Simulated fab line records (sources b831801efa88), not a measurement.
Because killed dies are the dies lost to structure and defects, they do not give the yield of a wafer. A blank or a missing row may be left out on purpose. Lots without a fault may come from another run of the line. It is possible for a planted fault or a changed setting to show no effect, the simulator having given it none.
A lot that was struck, set against a sound lot | flow gf180mcu | 15 steps out of a route of 602
Sound: these wafers, L773.1, L773.3, L773.4. The struck wafers were L775.2, L775.3, L775.5. The cause comes at the end.
At each step with rows: each side's tool, then ch and its chambers, then its first start. Under that, the readings that differ: sound wafers | struck wafers | difference of the means | sigmas: that difference in standard deviations of wafers without a fault.
alike: words and numbers the same on both sides, and readings whose means are apart by under 2 such deviations; not compared: readings that were withheld, readings missing a value for some wafer, numbers with overlapping values and no deviation given by the record, and bounds like >300 which may hide the same value.
The two part at a step that has a row with sigmas, a row that says differs or no value, or rows on one side only. Numbers that have no deviation but don't overlap get no sigmas and don't part them. A reading that every wafer of one side lacks parts them only if that side has two wafers or more.

GF_V2_THK_MEAS_25: measures by xrf.
  sound on film metro-04 at day 23 16:08; struck on film metro-04 at day 24 10:34
  alike: V2_W_THK
GF_V2_CMP_26: polishes, stops on SiO2, t overpolish 15 s, target thk 0 nm.
  sound on cmp-02 ch 0,1,2, day 23 16:12; struck on cmp-02 ch 1,2,3, day 24 10:40
  alike: head pressure psi, motor current A, overpolish run s, time to endpoint s
GF_M3_SPUTTER_00: material Ti, target thk 37.5 nm, time 150 s.
  sound on pvd sputter-01 at day 23 16:30; struck on pvd sputter-01 at day 24 10:55
  alike: throttle valve pct
then, 1 step without rows for these wafers: GF_M3_SPUTTER_01 (material TiN, target thk 30 nm, time 25 s).
GF_M3_SPUTTER_02: material AlCu, target thk 450 nm, time 23.9 s.
  sound on pvd sputter-01 at day 23 16:38; struck on pvd sputter-01 at day 24 11:03
  alike: throttle valve pct
GF_M3_SPUTTER_03: material Ti, target thk 10 nm, time 6.7 s.
  sound on pvd sputter-01 at day 23 16:40; struck on pvd sputter-01 at day 24 11:05
  alike: throttle valve pct
GF_M3_SPUTTER_04: material TiN, target thk 50 nm, time 41.7 s.
  sound on pvd sputter-01 at day 23 16:41; struck on pvd sputter-01 at day 24 11:06
  alike: throttle valve pct
GF_M3_RS_MEAS_05: measurement is done with a four-point probe.
  sound on film metro-04 at day 23 16:43; struck on film metro-03 at day 24 11:10
  alike: M3_ALCU_RS
GF_M3_THK_MEAS_06: measures by xrf.
  sound on film metro-04 at day 23 16:50; struck on film metro-03 at day 24 11:16
  alike: M3_ALCU_THK
then, 3 steps without rows for these wafers: GF_M3_DEHYDRATE_07 (time 60 s); GF_M3_HMDS_08 (prime time 60 s); GF_M3_COAT_09 (resist thk 1000 nm).
GF_M3_SOFTBAKE_10: time 60 s.
  sound on litho track-04 ch 0, day 24 03:43; struck on litho track-02 ch 0, day 24 22:13
  reading                  | sound             | struck            | difference | sigmas
  heater power total W (W) | 92.93 93.09 93.10 | 93.84 93.89 93.91 | +0.84      | +14
  run length s (s)         | 88.88 88.89 88.88 | 87.72 87.77 87.70 | -1.15      | -7
then, 2 steps without rows for these wafers: GF_M3_EXPOSE_11 (exposes mask Metal3, target cd 280 nm); GF_PASSIVATION_PROBE_99.

== WHERE THEY PART ==
Within this record, at GF_M3_SOFTBAKE_10 only.

WHY: what had been put in by the simulator
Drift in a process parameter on litho track-02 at GF_M3_SOFTBAKE_10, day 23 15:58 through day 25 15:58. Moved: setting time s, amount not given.
